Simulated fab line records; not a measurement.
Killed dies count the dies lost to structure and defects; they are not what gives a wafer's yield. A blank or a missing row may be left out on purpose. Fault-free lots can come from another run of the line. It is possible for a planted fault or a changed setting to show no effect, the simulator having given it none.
The same fault as seen by 2 desks :: flow sky130 :: only its own numbers are on each desk; what lay behind them is given at the end

FOR THE TOOL OWNER'S DESK: litho-track-03
The tool's own readings at SKY_SD_N_COAT_02 (resist thk 1140 nm): means of the sampled wafers that have a number, for each lot that ran on this tool. Marked OUT: a lot whose mean sits more than 4 standard deviations from the usual mean, which makes it out of limits; the brackets give that distance.
Columns: A = dispense-pressure-kPa at SKY_SD_N_COAT_02, usual 48.5 kPa
lot: L683
first seen here: day 27 18:43
A: 48.2

lot: L684
first seen here: day 28 04:14
A: 48.3

lot: L685
first seen here: day 28 18:16
A: 48.3

lot: L686
first seen here: day 29 00:29
A: 48.3

lot: L689
first seen here: day 30 00:10
A: 48.3

lot: L696
first seen here: day 32 12:16
A: 48.3

lot: L700
first seen here: day 33 18:31
A: 48.3

lot: L702
first seen here: day 34 07:02
A: 48.2

lot: L703
first seen here: day 34 13:02
A: 48.2
Result from this desk: across the 9 lots, nothing is out of limits.

THE METROLOGY DESK
What the gauges read for every lot (on any tool): the sampled wafers with a number, averaged. Marked OUT: a lot whose mean sits more than 4 standard deviations from the usual mean, which makes it out of limits; the brackets give that distance.
Columns: A = cd-nm at SKY_SD_N_CD_MEAS_07, usual 380.8 nm; B = VIA2_HDPCVD_THK at SKY_VIA2_THK_MEAS_01, usual 1176 nm
lot: L683
first seen here: day 28 09:28
A: 376.5
B: 1187

lot: L684
first seen here: day 28 18:38
A: 382.7
B: 1179

lot: L685
first seen here: day 29 09:16
A: 435.0 (+27) OUT
B: 1172

lot: L686
first seen here: day 29 14:41
A: 432.4 (+26) OUT
B: 1177

lot: L687
first seen here: day 30 05:01
A: 380.1
B: 1175

lot: L688
first seen here: day 30 07:41
A: 383.0
B: 1175

lot: L689
first seen here: day 30 14:55
A: 413.4 (+16) OUT
B: 1190

lot: L696
first seen here: day 33 02:03
A: 378.5
B: 1172

lot: L700
first seen here: day 34 07:58
A: 382.8
B: 1180

lot: L702
first seen here: day 34 20:11
A: 381.9
B: 1181

lot: L703
first seen here: day 35 03:02
A: 379.2
B: 1174
Finding of this desk: L685, L686, L689 out of limits; the first was L685 at day 29 09:16, on cd-nm at SKY_SD_N_CD_MEAS_07. L683, L684, L687, L688, L696, L700, L702, L703: within limits.

ALL TOGETHER
L685, L686, L689 would have let the metrology desk raise an alarm at day 29 09:16.
The tool owner's desk saw nothing out of limits.
The tool owner's desk has L685, L686, L689 on record, within its limits.
SKY_SD_N_COAT_02 was run on litho-track-03 by each of the lots named.

WHAT THE SIMULATOR HAD PUT IN
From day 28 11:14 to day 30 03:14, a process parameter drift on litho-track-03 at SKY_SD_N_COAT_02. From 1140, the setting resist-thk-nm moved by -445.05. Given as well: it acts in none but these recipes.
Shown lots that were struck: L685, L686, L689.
Hours from the fault's start to each desk's first reading out of limits: the metrology desk, 22.
